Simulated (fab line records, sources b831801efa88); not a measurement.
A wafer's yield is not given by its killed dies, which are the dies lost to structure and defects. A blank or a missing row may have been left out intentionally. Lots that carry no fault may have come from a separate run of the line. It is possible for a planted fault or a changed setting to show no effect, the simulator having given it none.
fab line records | flow sky130
record: lots: 6 | wafers: 18 | lastDay: 51
route steps=708 shown SD_P@326 RES_XHIGH@332 SD_N@342
lots that met no fault: from a run of the same line without faults
startH: hours from the record's first day to the start of the lot's first wafer shown | waitH: hours elapsed since this lot's preceding step | " identical to the entry in the row above | L1.1+2: a row that stands for several wafers | - value missing, or start not given | * or withheld: withheld | < > ~ a bound
route shown NAME@n: a module of which the file shows steps, and the number in the route of the first | usual: the fault-free wafers' mean and standard deviation | same: alike in all rows | chamber/n: place in a boat | sites: per-site readings | _std_site: how widely they spread, as a standard deviation | _edge_site: outer sites' mean less inner sites' | radiusMm: for every site, how far away it sits from the centre of the wafer | mask NAME#n: copy n | behind: the last tool/chamber to shape the wafer | hold: reason for holding the lot/hours on hold/outcome of the hold | device: the n, p or np transistor that did not switch | end of line: the same wafers' tests at the end of the route | a step with no rows: only its recipe | killed: the dies lost at the first sort to structure and to defects; this is not the yield of the wafer | map: dies across one wafer; x = killed, . = not, _ = none there
set.NAME: setting as actually run; set.NAME@STEP: the setting as run at that earlier step | model.NAME: the simulator's own value behind a step, which no gauge read
lots at selected steps of the route; one table per step, one row per wafer
services: from which hour (startH, from the record's first day; less than 0 if before it) a tool's chamber was out of use, for how many hours, and why
== steps ==
step: SKY_SD_P_DEVELOP_06
recipe: resist: NOVOLAK | developer: TMAH | developTimeS: 60 | devTempC: 23
step: SKY_SD_P_CD_MEAS_07
recipe: targetCdNm: 380
usual: cdNm: 379.2/2.5
lot.wafer | tool     | chamber | startH | waitH | cdNm
L935.2    | cdSem-02 | -       | 636.94 | 0.1   | 382.7
L935.4    | "        | -       | "      | "     | 382.2
L935.6    | "        | -       | "      | "     | 382.5
L941.4    | cdSem-02 | -       | 668.75 | 0.1   | 376.4
L941.5    | "        | -       | "      | "     | 377.4
L941.6    | "        | -       | "      | "     | 379.0
L942.1    | cdSem-01 | -       | 687.06 | 0.1   | 379.4
L942.4    | "        | -       | "      | "     | 379.6
L942.5    | "        | -       | "      | "     | 378.1
L947.1    | cdSem-01 | -       | 723.66 | 0.1   | 380.6
L947.2    | "        | -       | "      | "     | 378.8
L947.3    | "        | -       | "      | "     | 378.9
L953.1    | cdSem-02 | -       | 768.89 | 0.1   | 381.0
L953.2    | "        | -       | "      | "     | 381.8
L953.6    | "        | -       | "      | "     | 384.0
L955.2    | cdSem-01 | -       | 778.08 | 0.1   | 380.2
L955.5    | "        | -       | "      | "     | 376.8
L955.6    | "        | -       | "      | "     | 374.0
step: SKY_SD_P_OVL_MEAS_08
usual: SD_P_OVL: 0.9/1.5
lot.wafer | tool       | chamber | startH | waitH | SD_P_OVL[nm]
L935.2    | overlay-01 | -       | 637.05 | 0.1   | 0.7
L935.4    | "          | -       | "      | "     | 0.3
L935.6    | "          | -       | "      | "     | -1.1
L941.4    | overlay-01 | -       | 668.83 | 0.1   | -2.6
L941.5    | "          | -       | "      | "     | -0.7
L941.6    | "          | -       | "      | "     | -0.7
L942.1    | overlay-02 | -       | 687.18 | 0.1   | 1.8
L942.4    | "          | -       | "      | "     | 0.9
L942.5    | "          | -       | "      | "     | 1.2
L947.1    | overlay-02 | -       | 723.78 | 0.1   | 1.3
L947.2    | "          | -       | "      | "     | 0.5
L947.3    | "          | -       | "      | "     | -0.3
L953.1    | overlay-02 | -       | 769.01 | 0.1   | 1.4
L953.2    | "          | -       | "      | "     | 2.1
L953.6    | "          | -       | "      | "     | 2.1
L955.2    | overlay-01 | -       | 778.19 | 0.1   | 2.6
L955.5    | "          | -       | "      | "     | 2.2
L955.6    | "          | -       | "      | "     | 2.9
step: SKY_SD_P_IMPLANT_09
recipe: species: BF2 | energyKev: 20 | doseCm2: 3e+15 | tiltDeg: 0
step: SKY_SD_P_STRIP_10
recipe: chemistry: O2/N2 | powerW: 1400 | pressureMtorr: 1500 | platenTempC: withheld | o2FlowSccm: 3000 | n2FlowSccm: 300 | overashFraction: 0.5
usual: drypumpMotorCurrentA: 5.5/0.38 | oesProductAu: 0.618/0.0044 | stripTimeToEndpointS: 17.49/0.04
lot.wafer | tool           | chamber | startH | waitH | drypumpMotorCurrentA | oesProductAu | rfHoursCounterH | stripTimeToEndpointS
L935.2    | plasmaAsher-01 | 0       | 637.23 | 0.1   | 5.0                  | 0.617        | 52              | 17.44
L935.4    | "              | 1       | "      | "     | 5.9                  | 0.623        | -               | 17.42
L935.6    | "              | 0       | "      | "     | 5.0                  | 0.618        | -               | 17.45
L941.4    | plasmaAsher-02 | 1       | 669.03 | 0.1   | 5.2                  | 0.610        | -               | 17.49
L941.5    | "              | 0       | "      | "     | 5.5                  | 0.612        | -               | 17.47
L941.6    | "              | 1       | "      | "     | 5.2                  | 0.616        | -               | 17.46
L942.1    | plasmaAsher-03 | 0       | 687.37 | 0.1   | 5.4                  | 0.620        | 24              | 17.53
L942.4    | "              | 0       | "      | "     | 5.4                  | 0.614        | -               | 17.54
L942.5    | "              | 1       | "      | "     | 6.1                  | 0.613        | -               | 17.56
L947.1    | plasmaAsher-02 | 1       | 723.97 | 0.1   | 5.1                  | 0.615        | 90              | 17.50
L947.2    | "              | 0       | "      | "     | 5.5                  | 0.621        | 90              | 17.45
L947.3    | "              | 0       | "      | "     | 5.4                  | 0.617        | -               | 17.45
L953.1    | plasmaAsher-02 | 1       | 769.20 | 0.1   | 5.2                  | 0.613        | 94              | 17.55
L953.2    | "              | 0       | "      | "     | 5.5                  | 0.624        | 94              | 17.50
L953.6    | "              | 0       | "      | "     | 5.4                  | 0.616        | -               | 17.50
L955.2    | plasmaAsher-02 | 0       | 778.37 | 0.1   | 5.4                  | 0.610        | 95              | 17.45
L955.5    | "              | 1       | "      | "     | 5.2                  | 0.613        | -               | 17.48
L955.6    | "              | 0       | "      | "     | 5.4                  | 0.623        | -               | 17.43
step: SKY_SD_P_TW_MEAS_11
usual: SD_P_TW: 2821/23
lot.wafer | tool         | chamber | startH | waitH | SD_P_TW
L935.2    | filmMetro-02 | -       | 637.34 | 0.1   | 2865
L935.4    | "            | -       | "      | "     | 2855
L935.6    | "            | -       | "      | "     | 2864
L941.4    | filmMetro-04 | -       | 669.13 | 0.1   | 2802
L941.5    | "            | -       | "      | "     | 2816
L941.6    | "            | -       | "      | "     | 2812
L942.1    | filmMetro-04 | -       | 687.47 | 0.1   | 2816
L942.4    | "            | -       | "      | "     | 2822
L942.5    | "            | -       | "      | "     | 2813
L947.1    | filmMetro-04 | -       | 724.07 | 0.1   | 2823
L947.2    | "            | -       | "      | "     | 2813
L947.3    | "            | -       | "      | "     | 2825
L953.1    | filmMetro-01 | -       | 769.30 | 0.1   | 2791
L953.2    | "            | -       | "      | "     | 2780
L953.6    | "            | -       | "      | "     | 2774
L955.2    | filmMetro-02 | -       | 778.48 | 0.1   | 2826
L955.5    | "            | -       | "      | "     | 2844
L955.6    | "            | -       | "      | "     | 2832
step: SKY_RES_XHIGH_DEHYDRATE_00
recipe: tempC: 200 | timeS: 60
step: SKY_RES_XHIGH_HMDS_01
recipe: primeTimeS: 60 | primeTempC: 120
step: SKY_RES_XHIGH_COAT_02
recipe: resist: NOVOLAK | spinRpm: 3000 | resistThkNm: 1140
step: SKY_RES_XHIGH_SOFTBAKE_03
recipe: tempC: 90 | timeS: 60 | resist: NOVOLAK
step: SKY_RES_XHIGH_EXPOSE_04
recipe: maskId: URPM | na: 0.6 | sourceShape: conventional | sigmaOuter: 0.6 | polarization: unpolarized | targetCdNm: 1270 | doseMj: 140
step: SKY_RES_XHIGH_PEB_05
recipe: tempC: withheld | timeS: * | resist: NOVOLAK
step: SKY_RES_XHIGH_DEVELOP_06
recipe: resist: NOVOLAK | developer: TMAH | developTimeS: 60 | devTempC: 23
usual: chillPlateTempC: 23.01/0.097 | developTimeS: 60/0
lot.wafer | tool          | chamber | startH | waitH | chillPlateTempC | developTimeS
L935.2    | lithoTrack-01 | 0       | 666.50 | 0.1   | 23.03           | 60
L935.4    | "             | 0       | "      | "     | 23.04           | 60
L935.6    | "             | 0       | "      | "     | 23.05           | 60
L941.4    | lithoTrack-02 | -       | 697.79 | 0.1   | -               | -
L941.5    | "             | -       | "      | "     | -               | -
L941.6    | "             | -       | "      | "     | -               | -
L942.1    | lithoTrack-03 | -       | 716.24 | 0.1   | -               | -
L942.4    | "             | -       | "      | "     | -               | -
L942.5    | "             | -       | "      | "     | -               | -
L947.1    | lithoTrack-03 | 0       | 751.09 | 0.1   | 22.96           | 60
L947.2    | "             | 0       | "      | "     | 23.01           | 60
L947.3    | "             | 0       | "      | "     | 23.23           | 60
L953.1    | lithoTrack-03 | 0       | 795.74 | 0.1   | 23.00           | 60
L953.2    | "             | 0       | "      | "     | 22.98           | 60
L953.6    | "             | 0       | "      | "     | 22.95           | 60
L955.2    | lithoTrack-03 | 0       | 805.32 | 0.1   | 23.05           | 60
L955.5    | "             | 0       | "      | "     | 22.97           | 60
L955.6    | "             | 0       | "      | "     | 23.13           | 60
step: SKY_RES_XHIGH_IMPLANT_07
recipe: species: BF2 | energyKev: 20 | doseCm2: 3.6e+14 | tiltDeg: 0
step: SKY_RES_XHIGH_STRIP_08
recipe: chemistry: O2/N2 | powerW: 1400 | pressureMtorr: 1500 | platenTempC: withheld | o2FlowSccm: 3000 | n2FlowSccm: 300 | overashFraction: 0.5
usual: drypumpMotorCurrentA: 5.8/0.47 | oesProductAu: 0.711/0.0046 | stripTimeToEndpointS: 14.28/0.044
lot.wafer | tool           | chamber | startH | waitH | drypumpMotorCurrentA | oesProductAu | rfHoursCounterH | stripTimeToEndpointS
L935.2    | plasmaAsher-04 | 1       | 666.77 | 0.1   | 6.1                  | 0.713        | 96              | 14.38
L935.4    | "              | 0       | "      | "     | 6.4                  | 0.711        | -               | 14.34
L935.6    | "              | 1       | "      | "     | 6.1                  | 0.720        | -               | 14.31
L941.4    | plasmaAsher-03 | 0       | 698.05 | 0.1   | 5.4                  | 0.702        | -               | 14.22
L941.5    | "              | 0       | "      | "     | 5.4                  | 0.714        | -               | 14.25
L941.6    | "              | 1       | "      | "     | 6.2                  | 0.709        | -               | 14.29
L942.1    | plasmaAsher-02 | 1       | 716.54 | 0.1   | 5.2                  | 0.717        | 89              | 14.28
L942.4    | "              | 1       | "      | "     | 5.2                  | 0.713        | -               | 14.31
L942.5    | "              | 1       | "      | "     | 5.1                  | 0.705        | -               | 14.29
L947.1    | plasmaAsher-04 | 0       | 751.39 | 0.1   | 6.4                  | 0.714        | 1               | 14.30
L947.2    | "              | 1       | "      | "     | 6.1                  | 0.706        | 1               | 14.35
L947.3    | "              | 0       | "      | "     | 6.4                  | 0.713        | -               | 14.28
L953.1    | plasmaAsher-02 | 0       | 796.04 | 0.1   | 5.5                  | 0.717        | 97              | 14.23
L953.2    | "              | 1       | "      | "     | 5.2                  | 0.713        | 97              | 14.22
L953.6    | "              | 0       | "      | "     | 5.5                  | 0.705        | -               | 14.25
L955.2    | plasmaAsher-02 | 0       | 805.59 | 0.1   | 5.4                  | 0.712        | 98              | 14.24
L955.5    | "              | 1       | "      | "     | 5.2                  | 0.708        | -               | 14.27
L955.6    | "              | 0       | "      | "     | 5.4                  | 0.705        | -               | 14.28
step: SKY_RES_XHIGH_TW_MEAS_09
usual: RES_XHIGH_TW: 1639/15
lot.wafer | tool         | chamber | startH | waitH | RES_XHIGH_TW
L935.2    | filmMetro-04 | -       | 666.88 | 0.1   | 1632
L935.4    | "            | -       | "      | "     | 1637
L935.6    | "            | -       | "      | "     | 1633
L941.4    | filmMetro-01 | -       | 698.14 | 0.1   | 30
L941.5    | "            | -       | "      | "     | 29
L941.6    | "            | -       | "      | "     | 30
L942.1    | filmMetro-02 | -       | 716.64 | 0.1   | 30
L942.4    | "            | -       | "      | "     | 30
L942.5    | "            | -       | "      | "     | 30
L947.1    | filmMetro-01 | -       | 751.49 | 0.1   | 1628
L947.2    | "            | -       | "      | "     | 1619
L947.3    | "            | -       | "      | "     | 1626
L953.1    | filmMetro-01 | -       | 796.14 | 0.1   | 1617
L953.2    | "            | -       | "      | "     | 1617
L953.6    | "            | -       | "      | "     | 1617
L955.2    | filmMetro-02 | -       | 805.70 | 0.1   | 1646
L955.5    | "            | -       | "      | "     | 1654
L955.6    | "            | -       | "      | "     | 1651
step: SKY_SD_N_DEHYDRATE_00
recipe: tempC: 200 | timeS: 60
== services ==
tool           | chamber | startH | hours | kind
plasmaAsher-02 | -       | 635.27 | 2.8   | pm
plasmaAsher-01 | -       | 690.53 | 2.8   | pm
plasmaAsher-03 | -       | 704.69 | 5.0   | repair
plasmaAsher-04 | -       | 733.75 | 9.0   | pm
plasmaAsher-04 | 0       | 733.75 | 9.0   | ventCycle
plasmaAsher-04 | 1       | 733.75 | 9.0   | ventCycle
plasmaAsher-04 | 0       | 742.75 | -     | clean
plasmaAsher-04 | 1       | 742.75 | -     | clean
plasmaAsher-04 | -       | 776.10 | 7.5   | repair
plasmaAsher-03 | -       | 788.62 | 0.7   | repair
plasmaAsher-03 | -       | 792.67 | 2.2   | repair
plasmaAsher-04 | -       | 802.42 | 2.7   | pm
== key ==
firstSign: step: SKY_RES_XHIGH_DEVELOP_06 | reading: toolRecord | direction: missing
effect: step: SKY_RES_XHIGH_TW_MEAS_09 | reading: RES_XHIGH_TW | direction: down | sigmas: 99+ | usual: 1639 | struck: 30
metAt SKY_RES_XHIGH_DEVELOP_06
struckWafers L941.4,L941.5,L941.6,L942.1,L942.4,L942.5
sortLeftOut L941.4,L941.5,L941.6,L942.1,L942.4,L942.5
testerLeftOut L941,L942
fault: kind: skippedStepWhole | tool: lithoTrack-02,lithoTrack-03 | chamber: - | onsetH: 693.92 | steps: SKY_RES_XHIGH_DEVELOP_06 | scope: struckLotsOnly
testerLeftOut: of these lots the tester's yield and bins aren't shown, on N5 and GAA mostly nor the transistor test; their killed dies are dies lost to structure and defects alone, not to doping, threshold or leakage, so they don't give the yield
sortLeftOut: the simulated sort isn't trusted on such a fault, so these wafers' sort isn't shown, and their yield isn't known
